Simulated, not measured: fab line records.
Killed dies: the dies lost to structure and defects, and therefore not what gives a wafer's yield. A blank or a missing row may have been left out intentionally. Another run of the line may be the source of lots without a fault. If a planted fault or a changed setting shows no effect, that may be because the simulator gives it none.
A struck lot beside a sound one || flow sky130 || 15 steps out of a route of 708
Sound: the wafers L961.1, L961.2, L961.5. Wafers L956.1, L956.4, L956.6 were the ones struck. The cause is given at the end.
For every step that has rows: the tool of each side, followed by ch and its chambers, followed by its first start. Under that, the readings that differ: sound wafers || struck wafers || difference of the means || sigmas: that difference in standard deviations of wafers without a fault.
alike: same words and numbers on both sides, and readings whose means sit less than 2 such deviations apart. not compared: any withheld reading, any reading some wafer has no value for, any bound like >300 that may hide the same value, and any number with overlapping values for which the record gives no deviation.
Wherever a step has rows on one side only, a row that says differs or no value, or a row with sigmas, the two part there. When numbers do not overlap yet have no deviation, they are printed without sigmas and do not part them. A reading missing from all wafers of one side parts the sides only when that side holds two or more wafers.

first, 4 steps without rows for these wafers: SKY_LI_CONTACT_SOFTBAKE_08 (time 90 s); SKY_LI_CONTACT_EXPOSE_09 (exposes mask LICM1, target cd 170 nm); SKY_LI_CONTACT_PEB_10; SKY_LI_CONTACT_DEVELOP_11 (develop time 60 s).
SKY_LI_CONTACT_CD_MEAS_12: target cd 170 nm.
  sound on cd_sem-02 at day 36 06:43; struck on cd_sem-01 at day 34 20:47
  alike: cd_nm
SKY_LI_CONTACT_OVL_MEAS_13:
  sound on overlay-02 at day 36 06:50; struck on overlay-01 at day 34 20:54
  alike: LI_CONTACT_OVL
SKY_LI_CONTACT_ETCH_14: etches BARC in N2/H2, stops on SiO2, time 45.9 s, target depth 60 nm.
  sound on rie_diel-04 ch 1,3, day 36 06:52; struck on rie_diel-04 ch 0,1,2, day 34 20:56
  alike: chamber_pressure_mTorr, drypump_motor_current_A, oes_product_au, throttle_valve_pct
  not compared: rf_hours_counter_h
SKY_LI_CONTACT_ETCH_15: etches PSG in C4F8/O2/Ar, stops on Si, target depth 600 nm.
  sound on rie_diel-04 ch 1,3, day 36 06:54; struck on rie_diel-04 ch 0,1,2, day 34 20:59
  alike: chamber_pressure_mTorr, oes_product_au
SKY_LI_CONTACT_STRIP_16: strips in O2/N2.
  sound on plasma_asher-04 ch 0,1, day 36 06:59; struck on plasma_asher-02 ch 0, day 34 21:04
  alike: chamber_pressure_mTorr, drypump_motor_current_A, oes_product_au, strip_time_to_endpoint_s
  not compared: rf_hours_counter_h
then, 2 steps without rows for these wafers: SKY_LI_CONTACT_CLEAN_17 (cleans in NMP, time 600 s); SKY_LI_CONTACT_PRE_CLEAN_18 (time 5.6 s).
SKY_LI_CONTACT_SPUTTER_19: material Ti, target thk 20 nm, time 106.37 s.
  sound on pvd_sputter-03 at day 36 07:17; struck on pvd_sputter-01 at day 34 21:23
  alike: cathode_dc_power_W, chamber_pressure_pa, throttle_valve_pct
SKY_LI_CONTACT_SPUTTER_20: material TiN, target thk 20 nm, time 80 s.
  sound on pvd_sputter-03 at day 36 07:22; struck on pvd_sputter-01 at day 34 21:27
  no value came back on the struck wafers for cathode_dc_power_W (W), chamber_pressure_pa (Pa), throttle_valve_pct (%); on the sound wafers cathode_dc_power_W (W) reads 3998.7 4000.3 3999.4
SKY_LI_CONTACT_CVD_21: deposits W, target thk 400 nm, time 120.56 s.
  sound on cvd_w-02 ch 0,1, day 36 07:25; struck on cvd_w-02 ch 1, day 34 21:31
  alike: heater_power_w
-- the record jumps here: 15 days lie between the struck wafers' starts before and after (it left off in module LI_CONTACT and takes up again in module PAD_OPEN, whose first step shown is number 708 of the route) --
SKY_PAD_OPEN_PROBE_99:
  sound on prober-01 at day 50 21:08; struck on prober-02 at day 49 20:50
{"reading": "hold", "sound": "- - -", "struck": "await_dispo/2.6h/scrap await_dispo/2.6h/scrap await_dispo/2.6h/scrap", "difference": "no value on the sound wafers", "sigmas": ""}
{"reading": "killed_at_M0_to_M3", "sound": "32 40 29", "struck": "48 50 49", "difference": "+15", "sigmas": "+2"}
{"reading": "killed_at_contacts", "sound": "26 15 27", "struck": "432 430 421", "difference": "+405", "sigmas": "+72"}
{"reading": "killed_dies", "sound": "74 74 67", "struck": "492 492 492", "difference": "+420", "sigmas": "+46"}
{"reading": "killed_on_rim", "sound": "19 9 9", "struck": "96 96 96", "difference": "+84", "sigmas": "+23"}
  alike: killed_at_M4_up, killed_at_front_end, killed_at_other, killed_open, killed_short

WHERE THEY PART
First at SKY_LI_CONTACT_SPUTTER_20; last, within this record, at SKY_PAD_OPEN_PROBE_99.

WHY: whatever the simulator had introduced
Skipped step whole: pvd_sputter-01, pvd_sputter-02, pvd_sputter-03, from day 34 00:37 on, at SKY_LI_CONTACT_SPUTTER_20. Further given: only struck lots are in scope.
